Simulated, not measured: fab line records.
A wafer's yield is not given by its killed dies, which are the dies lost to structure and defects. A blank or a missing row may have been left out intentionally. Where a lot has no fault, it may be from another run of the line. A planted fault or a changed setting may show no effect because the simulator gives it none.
Which tool is to blame? | flow gf180mcu | 14 lots with 42 wafers sampled at 4 steps, on a route of 602 steps

## WHAT THE GAUGES READ, wafer by wafer
GF_STI_THK_MEAS_04. Usual: STI_CVD_03_THK 205.6 nm, standard deviation 2.4.
lot  | measured    | on            | STI_CVD_03_THK (nm) | flag
L115 | day 1 18:34 | film_metro-02 | 201.2 200.7 202.1   |
L116 | day 1 23:35 | film_metro-02 | 202.0 203.2 202.4   |
L117 | day 2 04:34 | film_metro-01 | 204.5 204.5 205.9   |
L118 | day 2 09:34 | film_metro-01 | 211.7 210.0 210.3   |
L120 | day 2 19:34 | film_metro-02 | 205.2 204.6 205.0   |
L121 | day 3 01:16 | film_metro-01 | 205.2 206.1 205.2   |
L124 | day 3 15:34 | film_metro-04 | 208.9 211.1 211.1   |
L129 | day 4 17:25 | film_metro-02 | 205.4 206.0 204.2   |
L131 | day 5 02:34 | film_metro-04 | 203.6 203.3 204.1   |
L133 | day 5 15:05 | film_metro-01 | 207.6 207.3 207.4   |
L134 | day 5 19:13 | film_metro-01 | 206.2 205.2 207.1   |
L135 | day 5 22:34 | film_metro-04 | 205.1 208.5 205.7   |
L136 | day 6 04:23 | film_metro-02 | 208.9 206.0 207.4   |
L137 | day 6 10:22 | film_metro-01 | 203.8 201.2 203.0   |

GF_DNWELL_TW_MEAS_09. Usual: DNWELL_TW 1346, standard deviation 10.
lot  | measured    | on            | DNWELL_TW      | flag
L115 | day 2 20:46 | film_metro-01 | 1337 1335 1337 |
L116 | day 3 14:40 | film_metro-01 | 1332 1331 1325 |
L117 | day 3 16:14 | film_metro-01 | 1336 1334 1341 |
L118 | day 3 18:56 | film_metro-03 | 1349 1354 1350 |
L120 | day 3 23:38 | film_metro-02 | 1346 1350 1347 |
L121 | day 4 07:43 | film_metro-01 | 1349 1342 1341 |
L124 | day 5 02:10 | film_metro-03 | 1342 1356 1353 |
L129 | day 6 04:29 | film_metro-01 | 1335 1329 1333 |
L131 | day 6 12:55 | film_metro-03 | 1358 1356 1350 |
L133 | day 7 00:37 | film_metro-02 | 1358 1363 1357 |
L134 | day 7 07:40 | film_metro-02 | 1351 1358 1360 |
L135 | day 7 12:23 | film_metro-02 | 1365 1358 1363 |
L136 | day 7 17:39 | film_metro-01 | 1341 1336 1349 |
L137 | day 7 22:34 | film_metro-01 | 1342 1328 1331 |

GF_POLY_GATE_CD_MEAS_10 targets a cd of 280 nm. Usual: cd_nm at 280.0 nm, with a standard deviation of 1.2.
lot  | measured     | on        | cd_nm (nm)        | flag
L115 | day 9 04:44  | cd_sem-02 | 278.6 279.0 277.7 |
L116 | day 10 08:53 | cd_sem-02 | 279.9 279.2 279.1 |
L117 | day 10 12:07 | cd_sem-02 | 280.4 279.6 279.6 |
L118 | day 10 16:07 | cd_sem-02 | 281.7 280.1 280.3 |
L120 | day 10 21:43 | cd_sem-01 | 278.2 279.2 278.7 |
L121 | day 11 10:35 | cd_sem-02 | 279.3 280.0 280.0 |
L124 | day 12 12:22 | cd_sem-02 | 279.6 278.6 278.7 |
L129 | day 13 22:38 | cd_sem-02 | 280.2 280.5 279.8 |
L131 | day 14 09:41 | cd_sem-02 | 279.4 278.3 279.1 |
L133 | day 15 02:08 | cd_sem-01 | 279.8 279.5 279.4 |
L134 | day 15 10:15 | cd_sem-02 | 282.5 282.6 282.2 |
L135 | day 15 16:08 | cd_sem-02 | 282.5 280.8 281.1 |
L136 | day 15 22:26 | cd_sem-01 | 281.3 281.9 281.8 |
L137 | day 16 03:58 | cd_sem-01 | 278.6 278.9 278.8 |

## EACH LOT AND THE TOOL THAT RAN IT (in order: tool; ch and the chambers of the sampled wafers; start)
lot  | GF_LVPWELL_DEVELOP_06
L115 | litho_track-04 ch 0, day 3 18:00
L116 | litho_track-04 ch 0, day 4 17:00
L117 | litho_track-01 ch 0, day 4 18:00
L118 | litho_track-04 ch 0, day 4 22:00
L120 | litho_track-02 ch 0, day 5 03:00
L121 | litho_track-04 ch 0, day 5 11:00
L124 | litho_track-04 ch 0, day 6 06:00
L129 | litho_track-02 ch 0, day 7 12:00
L131 | litho_track-01 ch 0, day 7 21:00
L133 | litho_track-02 ch 0, day 8 10:00
L134 | litho_track-01 ch 0, day 8 16:00
L135 | litho_track-02 ch 0, day 8 23:00
L136 | litho_track-04 ch 0, day 9 04:00
L137 | litho_track-04 ch 0, day 9 08:00
- GF_LVPWELL_DEVELOP_06: develop time 60 s.

## AS READ BY THE TOOLS THEMSELVES (means over the sampled wafers that have a number; for cases with no such wafer, the mark the record gives instead)
GF_LVPWELL_DEVELOP_06. Usual: developer_temp_C at 22.97 C, with a standard deviation of 0.1.
lot  | tool           | developer_temp_C (C) | flag
L115 | litho_track-04 | 23.03                |
L116 | litho_track-04 | 22.99                |
L117 | litho_track-01 | 22.92                |
L118 | litho_track-04 | 22.94                |
L120 | litho_track-02 | 22.98                |
L121 | litho_track-04 | 20.59                | OFF
L124 | litho_track-04 | 20.61                | OFF
L129 | litho_track-02 | 22.89                |
L131 | litho_track-01 | 23.03                |
L133 | litho_track-02 | 22.92                |
L134 | litho_track-01 | 23.04                |
L135 | litho_track-02 | 23.12                |
L136 | litho_track-04 | 23.02                |
L137 | litho_track-04 | 23.07                |

## THE ANSWER, worked out from the rows above alone
Rule: a lot is off if the mean of its wafers that have a number lies more than 3 standard deviations from the usual mean. Also off: a lot with no number at a reading for which 4 or more lots have one. Where the step has rows for the other lots, those lots are counted as sound. The gauges are gone through in route order, then the tools' own readings, and for those a lot's mean is taken as printed above. At the first step where some lot is off, the reading lying furthest off is the one used; lots without a number count as furthest.
Off, at GF_LVPWELL_DEVELOP_06 on developer_temp_C: L121, L124.
A tool fits if, at that step or a process step before it, it ran every lot that is off, and no sound lot after the first of them. Not one of the candidates tried fits.

## WHAT HAD BEEN PUT IN BY THE SIMULATOR
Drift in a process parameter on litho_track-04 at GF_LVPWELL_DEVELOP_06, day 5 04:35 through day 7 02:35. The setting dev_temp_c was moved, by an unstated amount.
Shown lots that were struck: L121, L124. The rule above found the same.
